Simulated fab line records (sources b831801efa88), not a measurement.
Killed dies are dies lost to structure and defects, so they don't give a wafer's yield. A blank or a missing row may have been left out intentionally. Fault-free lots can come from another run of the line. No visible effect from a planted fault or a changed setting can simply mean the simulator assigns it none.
One fault seen from 2 desks ; flow gf180mcu ; only its own numbers are on each desk; what lay behind them is given at the end

## TOOL OWNER'S DESK, implanter-04
For each lot that ran on this tool, the mean over its sampled wafers that have a number, from the tool's own readings at GF_NWELL_IMPLANT_08. Marked OUT: a lot whose mean sits more than 4 standard deviations from the usual mean, which makes it out of limits; the brackets give that distance.
Columns: A = beamEnergyKeV at GF_NWELL_IMPLANT_08, usual 450.00
lot;first seen here;A
L855;day 3 14:50;449.80
L866;day 6 00:29;469.24 (+99 or more) OUT
L869;day 6 15:20;469.17 (+99 or more) OUT
This desk's finding: out of limits on L866, L869; first on L866, day 6 00:29 (beamEnergyKeV at GF_NWELL_IMPLANT_08). Within limits: L855.

## AT THE METROLOGY DESK
What the gauges read for every lot (on any tool): the sampled wafers with a number, averaged. Marked OUT: a lot whose mean sits more than 4 standard deviations from the usual mean, which makes it out of limits; the brackets give that distance.
Columns: A = DNWELL_TW at GF_DNWELL_TW_MEAS_09, usual 1360; B = NWELL_OVL at GF_NWELL_OVL_MEAS_07, usual 0.3 nm
lot;first seen here;A;B
L854;day 2 20:30;1397;0.2
L855;day 3 01:31;1345;-1.1
L866;day 5 10:25;1347;1.8
L869;day 6 01:48;1356;0.3
L871;day 6 20:44;1388;1.7
L874;day 7 08:25;1341;1.0
This desk found nothing out of limits on any of the 6 lots.

## PUT TOGETHER
On L866, L869, at day 6 00:29, an alarm was possible from the tool owner's desk.
Metrology desk: nothing out of limits seen.
The metrology desk has L866, L869 on record, within its limits.
All the named lots went through GF_NWELL_IMPLANT_08 on implanter-04.

## WHAT WAS PUT IN BY THE SIMULATOR
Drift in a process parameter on implanter-04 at GF_NWELL_IMPLANT_08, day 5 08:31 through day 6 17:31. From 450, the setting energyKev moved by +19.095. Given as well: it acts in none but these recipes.
Struck lots among those shown: L866, L869.
Hours from the fault's start to each desk's first reading out of limits: the tool owner's desk, 16.
